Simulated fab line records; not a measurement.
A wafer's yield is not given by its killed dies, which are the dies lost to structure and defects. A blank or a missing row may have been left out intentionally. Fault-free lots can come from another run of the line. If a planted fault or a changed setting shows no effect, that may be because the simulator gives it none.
Which tool is to blame?	flow gf180mcu	12 lots, 36 wafers sampled, at 4 steps of a route of 602

## WHAT THE GAUGES SHOWED, per wafer
GF_STI_THK_MEAS_04. Usual: STI_CVD_03_THK 207.0 nm, standard deviation 1.8.
lot	measured	on	STI_CVD_03_THK (nm)	flag
L392	day 1 16:19	film_metro-03	202.6 204.1 204.1	
L394	day 2 02:09	film_metro-03	212.3 211.2 209.5	
L396	day 2 09:34	film_metro-04	207.0 206.1 206.7	
L397	day 2 17:49	film_metro-01	206.4 208.1 207.5	
L398	day 2 21:53	film_metro-04	204.0 206.0 207.1	
L399	day 3 07:33	film_metro-04	205.6 204.3 204.0	
L400	day 3 07:32	film_metro-01	208.5 208.4 208.5	
L401	day 3 12:02	film_metro-03	207.8 207.0 206.3	
L402	day 3 15:55	film_metro-04	208.6 209.5 209.0	
L411	day 5 14:54	film_metro-04	256.8 256.6 256.9	OFF
L412	day 5 18:33	film_metro-03	255.8 254.0 255.8	OFF
L414	day 6 05:17	film_metro-04	208.5 206.9 208.5	

GF_HV_LDD_CD_MEAS_19 targets a cd of 400 nm. Usual: 399.0 nm for cd_nm, sd 2.
lot	measured	on	cd_nm (nm)	flag
L392	day 10 19:46	cd_sem-01	399.3 397.7 397.2	
L394	day 11 21:59	cd_sem-01	400.9 399.6 397.6	
L396	day 12 10:20	cd_sem-01	399.7 397.9 399.6	
L397	day 12 12:24	cd_sem-01	398.1 398.3 401.9	
L398	day 12 19:50	cd_sem-02	399.9 398.0 398.4	
L399	day 13 05:44	cd_sem-02	402.6 400.1 399.4	
L400	day 13 06:50	cd_sem-01	400.4 400.1 400.5	
L401	day 13 08:28	cd_sem-02	399.6 396.8 398.9	
L402	day 13 11:58	cd_sem-01	395.6 396.5 398.3	
L411	day 16 12:08	cd_sem-02	397.4 396.6 397.7	
L412	day 16 22:07	cd_sem-01	398.0 398.1 397.5	
L414	day 17 05:34	cd_sem-02	400.7 400.6 398.5	

## WHICH TOOL RAN EACH LOT (tool, then ch and the chambers of the sampled wafers, then the start)
lot	GF_STI_CVD_03	GF_STI_ETCH_13
L392	lpcvd-02 ch 0, day 1 14:20	rie_diel-02 ch 0,1,3, day 2 04:09
L394	lpcvd-02 ch 1, day 2 00:10	rie_diel-02 ch 2,3, day 2 14:25
L396	lpcvd-02 ch 1, day 2 07:34	rie_diel-04 ch 1,3, day 2 21:34
L397	lpcvd-02 ch 0, day 2 15:49	rie_diel-04 ch 1,2,3, day 3 06:01
L398	lpcvd-01 ch 0, day 2 19:53	rie_diel-01 ch 0,2, day 3 09:40
L399	lpcvd-01 ch 0, day 3 05:33	rie_diel-01 ch 0,3, day 3 19:52
L400	lpcvd-01 ch 0, day 3 05:33	rie_diel-04 ch 0,1,2, day 3 20:13
L401	lpcvd-01 ch 0, day 3 10:00	rie_diel-02 ch 0,2,3, day 4 01:24
L402	lpcvd-01 ch 1, day 3 13:55	rie_diel-04 ch 0,1,3, day 4 05:04
L411	lpcvd-01 ch 0, day 5 11:55	rie_diel-01 ch 0,2,3, day 6 05:22
L412	lpcvd-01 ch 0, day 5 15:34	rie_diel-01 ch 0,3, day 6 08:45
L414	lpcvd-02 ch 1, day 6 02:18	rie_diel-01 ch 0,1,3, day 6 21:10
- GF_STI_CVD_03: deposits Si3N4 from DCS/NH3, target thk 207.16 nm, time 3551 s.
- GF_STI_ETCH_13: etches the open film in CHF3/O2, stops on Si, target depth 282.31 nm, time 112.9 s.

## WHAT THE TOOLS THEMSELVES READ (means of the sampled wafers that have a number; where no wafer has one, the mark that the record gives instead)
GF_STI_CVD_03. Usual: 24.1 % for zone_power_top_pct, sd 1.9.
lot	tool	zone_power_top_pct (%)	flag
L392	lpcvd-02	26.5	
L394	lpcvd-02	22.6	
L396	lpcvd-02	22.6	
L397	lpcvd-02	26.7	
L398	lpcvd-01	24.5	
L399	lpcvd-01	24.5	
L400	lpcvd-01	24.6	
L401	lpcvd-01	24.5	
L402	lpcvd-01	22.1	
L411	lpcvd-01	24.4	
L412	lpcvd-01	24.4	
L414	lpcvd-02	22.5	

GF_STI_ETCH_13. Usual: drypump_motor_current_A 5.5 A, standard deviation 0.48; oes_product_au 0.832 a.u., standard deviation 0.0057; throttle_valve_pct 8.809 %, standard deviation 0.0094.
lot	tool	drypump_motor_current_A (A)	oes_product_au (a.u.)	throttle_valve_pct (%)	flag
L392	rie_diel-02	5.7	0.825	8.808	
L394	rie_diel-02	5.5	0.842	8.807	
L396	rie_diel-04	5.3	0.828	8.809	
L397	rie_diel-04	5.2	0.833	8.807	
L398	rie_diel-01	5.6	0.829	8.802	
L399	rie_diel-01	5.2	0.825	8.804	
L400	rie_diel-04	5.5	0.834	8.815	
L401	rie_diel-02	5.5	0.830	8.810	
L402	rie_diel-04	5.6	0.835	8.814	
L411	rie_diel-01	5.6	0.935	8.838	OFF
L412	rie_diel-01	5.1	0.937	8.832	OFF
L414	rie_diel-01	5.2	0.832	8.801	

## THE ANSWER, worked out from the rows above alone
Rule: a lot is off if the mean of its wafers that have a number lies more than 3 standard deviations from the usual mean. A lot without any number at a reading at which 4 lots or more have one is off too. Any other lot the step has rows for is counted as sound. First the gauges in route order, then the tools' own readings, where a lot's mean is used as printed above. At the first step where some lot is off, the reading lying furthest off is the one used; lots without a number count as furthest.
Off: L411, L412, at GF_STI_THK_MEAS_04 (STI_CVD_03_THK).
If a tool, at a process step before that reading, ran all the lots that are off and no sound lot after the first of them, it fits. The gauges at GF_STI_THK_MEAS_04 aren't tried: what is off there is off at GF_STI_ETCH_13 too, on other tools, and a gauge's error can't cause that. One candidate fits, namely lpcvd-01 at GF_STI_CVD_03. Its last sound lot is L402 (day 3 13:55), its first lot that is off L411 (day 5 11:55): a fault that began between those two fits.

## WHAT WAS PUT IN BY THE SIMULATOR
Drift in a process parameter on lpcvd-01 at GF_STI_CVD_03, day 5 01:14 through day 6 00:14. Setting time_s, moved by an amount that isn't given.
Struck lots among those shown: L411, L412. The rule above reached the same finding.
